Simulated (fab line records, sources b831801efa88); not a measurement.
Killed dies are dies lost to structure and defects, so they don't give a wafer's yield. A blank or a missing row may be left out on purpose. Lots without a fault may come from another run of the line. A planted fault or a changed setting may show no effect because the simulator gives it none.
Which tool did it? | flow gf180mcu | 13 lots, 39 wafers sampled, at 5 steps of a route of 602

WHAT THE GAUGES READ, wafer by wafer
GF_NWELL_TW_MEAS_11.
lot  | measured    | on            | NWELL_TW
L327 | day 3 17:23 | film_metro-01 | 1552 1549 1547
L328 | day 3 23:34 | film_metro-04 | 1578 1578 1584
L330 | day 4 11:05 | film_metro-04 | 1579 1588 1583
L332 | day 4 21:35 | film_metro-02 | 1556 1572 1566
L333 | day 5 03:37 | film_metro-02 | 1551 1550 1553
L334 | day 5 09:14 | film_metro-04 | 1589 1568 1582
L335 | day 5 13:43 | film_metro-02 | 1560 1556 1549
L336 | day 5 18:23 | film_metro-01 | 1556 1551 1548
L337 | day 6 04:05 | film_metro-04 | 1645 1641 1645
L338 | day 6 08:39 | film_metro-02 | 1553 1547 1554
L341 | day 7 04:01 | film_metro-02 | 1629 1631 1644
L346 | day 8 04:37 | film_metro-02 | 1558 1558 1555
L348 | day 8 13:49 | film_metro-04 | 1573 1558 1566

GF_VT_IMPLANT_RS_MEAS_47: measures by four-point-probe.
lot  | measured     | on            | NWELL_RS (ohm/sq)
L327 | day 8 03:27  | film_metro-02 | 490.7 489.4 489.2
L328 | day 8 09:45  | film_metro-04 | 485.6 485.5 485.8
L330 | day 8 22:06  | film_metro-02 | 489.1 488.4 488.9
L332 | day 9 10:54  | film_metro-02 | 487.6 486.2 486.4
L333 | day 9 17:10  | film_metro-01 | 491.2 489.6 489.0
L334 | day 10 00:04 | film_metro-04 | 487.3 487.4 487.1
L335 | day 10 06:48 | film_metro-02 | 486.1 486.1 485.5
L336 | day 10 11:08 | film_metro-04 | 486.8 488.0 487.4
L337 | day 10 20:31 | film_metro-01 | 429.9 430.6 430.8
L338 | day 11 03:01 | film_metro-02 | 486.4 487.1 484.6
L341 | day 12 00:44 | film_metro-01 | 430.7 429.9 428.3
L346 | day 13 07:11 | film_metro-04 | 487.8 489.0 487.4
L348 | day 13 16:32 | film_metro-04 | 486.2 486.2 485.0

GF_M1_OVL_MEAS_15.
lot  | measured     | on         | M1_OVL (nm)
L327 | day 18 10:42 | overlay-01 | 12 -6 11
L328 | day 18 23:18 | overlay-02 | 5 3 5
L330 | day 19 05:12 | overlay-02 | -6 2 0
L332 | day 20 04:18 | overlay-01 | -5 5 6
L333 | day 20 03:57 | overlay-01 | 9 11 0
L334 | day 21 00:22 | overlay-02 | -10 9 -2
L335 | day 20 23:10 | overlay-01 | 0 -3 -2
L336 | day 21 09:35 | overlay-01 | -1 13 6
L337 | day 21 20:33 | overlay-01 | 2 -9 -4
L338 | day 21 23:14 | overlay-01 | -1 2 1
L341 | day 23 04:58 | overlay-01 | 12 -6 7
L346 | day 24 09:02 | overlay-02 | 12 15 0
L348 | day 24 16:16 | overlay-01 | 3 -11 6

WHICH TOOL RAN EACH LOT (tool, then ch and the chambers of the sampled wafers, then the start)
lot  | GF_NWELL_IMPLANT_09            | GF_CONTACT_SPUTTER_22
L327 | implanter-01 ch 0, day 3 17:08 | pvd_sputter-02, day 17 11:09
L328 | implanter-03 ch 0, day 3 23:19 | pvd_sputter-01, day 17 22:49
L330 | implanter-03 ch 0, day 4 10:50 | pvd_sputter-03, day 18 04:23
L332 | implanter-01 ch 0, day 4 21:20 | pvd_sputter-01, day 19 02:58
L333 | implanter-01 ch 0, day 5 03:22 | pvd_sputter-02, day 19 02:25
L334 | implanter-03 ch 0, day 5 09:01 | pvd_sputter-01, day 19 23:09
L335 | implanter-01 ch 0, day 5 13:28 | pvd_sputter-03, day 19 22:14
L336 | implanter-01 ch 0, day 5 18:09 | pvd_sputter-01, day 20 08:47
L337 | implanter-01 ch 0, day 6 03:31 | pvd_sputter-02, day 20 19:34
L338 | implanter-01 ch 0, day 6 08:27 | pvd_sputter-01, day 20 22:21
L341 | implanter-03 ch 0, day 7 03:30 | pvd_sputter-01, day 22 04:42
L346 | implanter-01 ch 0, day 8 04:23 | pvd_sputter-01, day 23 09:57
L348 | implanter-03 ch 0, day 8 13:37 | pvd_sputter-01, day 23 16:59
- GF_NWELL_IMPLANT_09
- GF_CONTACT_SPUTTER_22: material Ti, target thk 15 nm, time 80.02 s.

WHAT THE TOOLS THEMSELVES READ (means of the sampled wafers that have a number; where no wafer has one, the mark that the record gives instead)
GF_NWELL_IMPLANT_09.
lot  | tool         | beam_energy_keV
L327 | implanter-01 | 160.04
L328 | implanter-03 | 160.03
L330 | implanter-03 | 160.02
L332 | implanter-01 | 159.97
L333 | implanter-01 | 159.97
L334 | implanter-03 | 159.98
L335 | implanter-01 | 160.03
L336 | implanter-01 | 159.97
L337 | implanter-01 | 160.02
L338 | implanter-01 | 159.95
L341 | implanter-03 | 159.98
L346 | implanter-01 | 160.03
L348 | implanter-03 | 160.00

GF_CONTACT_SPUTTER_22.
lot  | tool           | substrate_temp_c (C) | throttle_valve_pct (%)
L327 | pvd_sputter-02 | 199.94               | 31.5
L328 | pvd_sputter-01 | 200.03               | 30.1
L330 | pvd_sputter-03 | 199.83               | 29.1
L332 | pvd_sputter-01 | 199.98               | 31.2
L333 | pvd_sputter-02 | 199.80               | 31.4
L334 | pvd_sputter-01 | 200.13               | 30.6
L335 | pvd_sputter-03 | 200.07               | 29.4
L336 | pvd_sputter-01 | 200.01               | 30.2
L337 | pvd_sputter-02 | 199.95               | 31.5
L338 | pvd_sputter-01 | 199.92               | 29.8
L341 | pvd_sputter-01 | 199.88               | 30.7
L346 | pvd_sputter-01 | 199.98               | 29.8
L348 | pvd_sputter-01 | 200.02               | 29.9

THE ANSWER, worked out from the rows above alone
Rule: what is usual is taken from the lots themselves. Put in order of their means at a reading, lots are off if they are a third of the lots or fewer, leave a main group of 4 or more, and stand apart from it by a gap of 3 or more times the standard deviation of the main group's means; of several such gaps the widest counts. A main group whose means are all the same, to the digits that the tables above print for the reading, isn't used. A lot without any number at a reading at which 4 lots or more have one is off too. The other lots that the step has rows for count as sound. The gauges are gone through in route order, then the tools' own readings, and for those a lot's mean is taken as printed above. The first step at which some lot is off is used, and at that step the reading that is off furthest; a lot without a number counts as furthest.
Off: L337, L341, at GF_NWELL_TW_MEAS_11 (NWELL_TW). The main group: mean 1563, standard deviation 12.
A tool fits if, at a process step before that reading, it ran every lot that is off, and no sound lot after the first of them. The gauges at GF_NWELL_TW_MEAS_11 aren't tried: what is off there is off at GF_VT_IMPLANT_RS_MEAS_47 too, on other tools, and a gauge's error can't cause that. None of those tried fits.

WHAT THE SIMULATOR HAD PUT IN
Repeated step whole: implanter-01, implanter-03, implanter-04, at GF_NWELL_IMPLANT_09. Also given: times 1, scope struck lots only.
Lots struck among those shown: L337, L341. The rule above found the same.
